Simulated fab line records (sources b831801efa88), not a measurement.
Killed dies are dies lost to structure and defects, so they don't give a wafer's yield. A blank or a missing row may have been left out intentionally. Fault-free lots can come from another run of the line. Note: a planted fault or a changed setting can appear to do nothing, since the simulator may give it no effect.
Which tool did it? || flow sky130 || 13 lots with 39 wafers sampled at 4 steps, on a route of 708 steps

WHAT THE GAUGES SHOWED, per wafer
SKY_FIELD_ISO_BOW_MEAS_00.
{"lot": "L948", "measured": "day 1 10:00", "on": "film metro-03", "INCOMING_BOW (um)": "4 11 -6"}
{"lot": "L949", "measured": "day 1 15:01", "on": "film metro-04", "INCOMING_BOW (um)": "-2 3 2"}
{"lot": "L951", "measured": "day 2 01:01", "on": "film metro-01", "INCOMING_BOW (um)": "8 -1 0"}
{"lot": "L952", "measured": "day 2 06:01", "on": "film metro-01", "INCOMING_BOW (um)": "10 -2 -3"}
{"lot": "L953", "measured": "day 2 11:01", "on": "film metro-04", "INCOMING_BOW (um)": "-3 -7 -3"}
{"lot": "L955", "measured": "day 2 21:01", "on": "film metro-03", "INCOMING_BOW (um)": "-3 0 -7"}
{"lot": "L956", "measured": "day 3 02:00", "on": "film metro-03", "INCOMING_BOW (um)": "6 -6 9"}
{"lot": "L957", "measured": "day 3 07:00", "on": "film metro-01", "INCOMING_BOW (um)": "4 2 9"}
{"lot": "L967", "measured": "day 5 09:01", "on": "film metro-03", "INCOMING_BOW (um)": "0 -6 1"}
{"lot": "L968", "measured": "day 5 14:00", "on": "film metro-01", "INCOMING_BOW (um)": "-11 4 -8"}
{"lot": "L969", "measured": "day 5 19:01", "on": "film metro-01", "INCOMING_BOW (um)": "3 2 -8"}
{"lot": "L970", "measured": "day 6 00:00", "on": "film metro-03", "INCOMING_BOW (um)": "4 -1 -5"}
{"lot": "L971", "measured": "day 6 05:00", "on": "film metro-03", "INCOMING_BOW (um)": "-5 2 10"}

SKY_METAL1_THK_MEAS_06: measures by xrf.
{"lot": "L948", "measured": "day 31 11:39", "on": "film metro-03", "METAL1_ALCU_THK (nm)": "258 253 257"}
{"lot": "L949", "measured": "day 31 17:38", "on": "film metro-04", "METAL1_ALCU_THK (nm)": "247 247 246"}
{"lot": "L951", "measured": "day 32 17:18", "on": "film metro-04", "METAL1_ALCU_THK (nm)": "249 255 249"}
{"lot": "L952", "measured": "day 32 19:11", "on": "film metro-02", "METAL1_ALCU_THK (nm)": "247 248 249"}
{"lot": "L953", "measured": "day 33 08:50", "on": "film metro-04", "METAL1_ALCU_THK (nm)": "248 254 256"}
{"lot": "L955", "measured": "day 34 00:27", "on": "film metro-02", "METAL1_ALCU_THK (nm)": "251 251 251"}
{"lot": "L956", "measured": "day 34 06:23", "on": "film metro-03", "METAL1_ALCU_THK (nm)": "245 249 248"}
{"lot": "L957", "measured": "day 34 17:47", "on": "film metro-04", "METAL1_ALCU_THK (nm)": "251 249 251"}
{"lot": "L967", "measured": "day 38 01:40", "on": "film metro-03", "METAL1_ALCU_THK (nm)": "253 253 250"}
{"lot": "L968", "measured": "day 38 04:53", "on": "film metro-04", "METAL1_ALCU_THK (nm)": "255 247 248"}
{"lot": "L969", "measured": "day 38 11:05", "on": "film metro-04", "METAL1_ALCU_THK (nm)": "255 245 255"}
{"lot": "L970", "measured": "day 38 22:14", "on": "film metro-04", "METAL1_ALCU_THK (nm)": "248 249 247"}
{"lot": "L971", "measured": "day 38 19:10", "on": "film metro-03", "METAL1_ALCU_THK (nm)": "255 249 247"}

EACH LOT AND THE TOOL THAT RAN IT (in order: tool; ch and the chambers of the sampled wafers; start)
{"lot": "L948", "SKY_NWELL_IMPLANT_13": "implanter-01 ch 0, day 4 11:55", "SKY_CONTACT_CVD_00": "pecvd-02 ch 0,2, day 30 04:53"}
{"lot": "L949", "SKY_NWELL_IMPLANT_13": "implanter-01 ch 0, day 4 18:05", "SKY_CONTACT_CVD_00": "pecvd-04 ch 0,1, day 30 11:20"}
{"lot": "L951", "SKY_NWELL_IMPLANT_13": "implanter-03 ch 0, day 5 06:39", "SKY_CONTACT_CVD_00": "pecvd-01 ch 0,1,2, day 31 12:01"}
{"lot": "L952", "SKY_NWELL_IMPLANT_13": "implanter-04 ch 0, day 5 10:49", "SKY_CONTACT_CVD_00": "pecvd-04 ch 0,1, day 31 13:50"}
{"lot": "L953", "SKY_NWELL_IMPLANT_13": "implanter-01 ch 0, day 5 20:06", "SKY_CONTACT_CVD_00": "pecvd-01 ch 1,2, day 32 04:04"}
{"lot": "L955", "SKY_NWELL_IMPLANT_13": "implanter-03 ch 0, day 6 07:43", "SKY_CONTACT_CVD_00": "pecvd-01 ch 1,2, day 32 19:43"}
{"lot": "L956", "SKY_NWELL_IMPLANT_13": "implanter-04 ch 0, day 6 12:26", "SKY_CONTACT_CVD_00": "pecvd-02 ch 0,1,2, day 33 01:56"}
{"lot": "L957", "SKY_NWELL_IMPLANT_13": "implanter-03 ch 0, day 6 19:20", "SKY_CONTACT_CVD_00": "pecvd-04 ch 0,1,2, day 33 13:13"}
{"lot": "L967", "SKY_NWELL_IMPLANT_13": "implanter-03 ch 0, day 9 10:00", "SKY_CONTACT_CVD_00": "pecvd-04 ch 0,2, day 36 20:52"}
{"lot": "L968", "SKY_NWELL_IMPLANT_13": "implanter-03 ch 0, day 9 16:14", "SKY_CONTACT_CVD_00": "pecvd-01 ch 0,1, day 37 00:40"}
{"lot": "L969", "SKY_NWELL_IMPLANT_13": "implanter-01 ch 0, day 9 19:01", "SKY_CONTACT_CVD_00": "pecvd-04 ch 0,2, day 37 07:11"}
{"lot": "L970", "SKY_NWELL_IMPLANT_13": "implanter-01 ch 0, day 10 04:47", "SKY_CONTACT_CVD_00": "pecvd-02 ch 0,1,2, day 37 18:10"}
{"lot": "L971", "SKY_NWELL_IMPLANT_13": "implanter-04 ch 0, day 10 03:13", "SKY_CONTACT_CVD_00": "pecvd-01 ch 1,2, day 37 16:07"}
- SKY_NWELL_IMPLANT_13
- SKY_CONTACT_CVD_00: deposits Si3N4, target thk 75 nm.

AS READ BY THE TOOLS THEMSELVES (means over the sampled wafers that have a number; for cases with no such wafer, the mark the record gives instead)
SKY_NWELL_IMPLANT_13.
{"lot": "L948", "tool": "implanter-01", "dose ions cm2": 6.995e+11}
{"lot": "L949", "tool": "implanter-01", "dose ions cm2": 7.006e+11}
{"lot": "L951", "tool": "implanter-03", "dose ions cm2": 6.992e+11}
{"lot": "L952", "tool": "implanter-04", "dose ions cm2": 6.995e+11}
{"lot": "L953", "tool": "implanter-01", "dose ions cm2": 7.002e+11}
{"lot": "L955", "tool": "implanter-03", "dose ions cm2": 7.004e+11}
{"lot": "L956", "tool": "implanter-04", "dose ions cm2": 7.004e+11}
{"lot": "L957", "tool": "implanter-03", "dose ions cm2": 7.004e+11}
{"lot": "L967", "tool": "implanter-03", "dose ions cm2": 7.163e+11}
{"lot": "L968", "tool": "implanter-03", "dose ions cm2": 7.178e+11}
{"lot": "L969", "tool": "implanter-01", "dose ions cm2": 6.995e+11}
{"lot": "L970", "tool": "implanter-01", "dose ions cm2": 6.998e+11}
{"lot": "L971", "tool": "implanter-04", "dose ions cm2": 6.991e+11}

SKY_CONTACT_CVD_00.
{"lot": "L948", "tool": "pecvd-02", "heater power outer w (W)": 526, "heater power w (W)": 889, "susceptor temp C (C)": 399.97}
{"lot": "L949", "tool": "pecvd-04", "heater power outer w (W)": 418, "heater power w (W)": 715, "susceptor temp C (C)": 399.79}
{"lot": "L951", "tool": "pecvd-01", "heater power outer w (W)": 475, "heater power w (W)": 791, "susceptor temp C (C)": 400.03}
{"lot": "L952", "tool": "pecvd-04", "heater power outer w (W)": 405, "heater power w (W)": 672, "susceptor temp C (C)": 399.93}
{"lot": "L953", "tool": "pecvd-01", "heater power outer w (W)": 459, "heater power w (W)": 778, "susceptor temp C (C)": 400.20}
{"lot": "L955", "tool": "pecvd-01", "heater power outer w (W)": 462, "heater power w (W)": 771, "susceptor temp C (C)": 399.95}
{"lot": "L956", "tool": "pecvd-02", "heater power outer w (W)": 541, "heater power w (W)": 899, "susceptor temp C (C)": 400.13}
{"lot": "L957", "tool": "pecvd-04", "heater power outer w (W)": 417, "heater power w (W)": 703, "susceptor temp C (C)": 400.13}
{"lot": "L967", "tool": "pecvd-04", "heater power outer w (W)": 422, "heater power w (W)": 687, "susceptor temp C (C)": 399.97}
{"lot": "L968", "tool": "pecvd-01", "heater power outer w (W)": 424, "heater power w (W)": 736, "susceptor temp C (C)": 399.97}
{"lot": "L969", "tool": "pecvd-04", "heater power outer w (W)": 403, "heater power w (W)": 666, "susceptor temp C (C)": 399.87}
{"lot": "L970", "tool": "pecvd-02", "heater power outer w (W)": 535, "heater power w (W)": 879, "susceptor temp C (C)": 399.86}
{"lot": "L971", "tool": "pecvd-01", "heater power outer w (W)": 477, "heater power w (W)": 791, "susceptor temp C (C)": 400.04}

THE ANSWER, worked out from the rows above alone
Rule: usual is defined by the lots themselves. Put in order of their means at a reading, lots are off if they are a third of the lots or fewer, leave a main group of 4 or more, and stand apart from it by a gap of 3 or more times the standard deviation of the main group's means; of several such gaps the widest counts. If all means in a main group match to the digits the tables above print for the reading, that group is not used. Also off: a lot with no number at a reading for which 4 or more lots have one. The other lots that the step has rows for count as sound. Order of review: gauges by route order, followed by the tools' own readings, for which a lot's mean as printed above is used. The first step at which some lot is off is used, and at that step the reading that is off furthest; a lot without a number counts as furthest.
Off at SKY_NWELL_IMPLANT_13 (dose ions cm2): L967, L968. The main group has a mean of 6.999e+11 with a standard deviation of 5.2e+08.
If a tool, at that step or one of the process steps before it, ran each lot that is off and ran no sound lot following the first of them, it fits. One fits: SKY_NWELL_IMPLANT_13 on implanter-03. Its last sound lot is L957 (day 6 19:20), its first lot that is off L967 (day 9 10:00): a fault that began between those two fits.
The tool's own readings at SKY_NWELL_IMPLANT_13 bear it out: on the lots that are off they differ by more than 5 times the standard deviation of the sound lots' means. dose ions cm2 reads 7.170e+11 there against 6.999e+11 on the sound lots.

WHAT HAD BEEN PUT IN BY THE SIMULATOR
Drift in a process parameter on implanter-03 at SKY_NWELL_IMPLANT_13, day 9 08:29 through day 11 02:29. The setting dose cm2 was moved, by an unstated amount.
Struck lots among those shown: L967, L968. Same finding as the rule above.
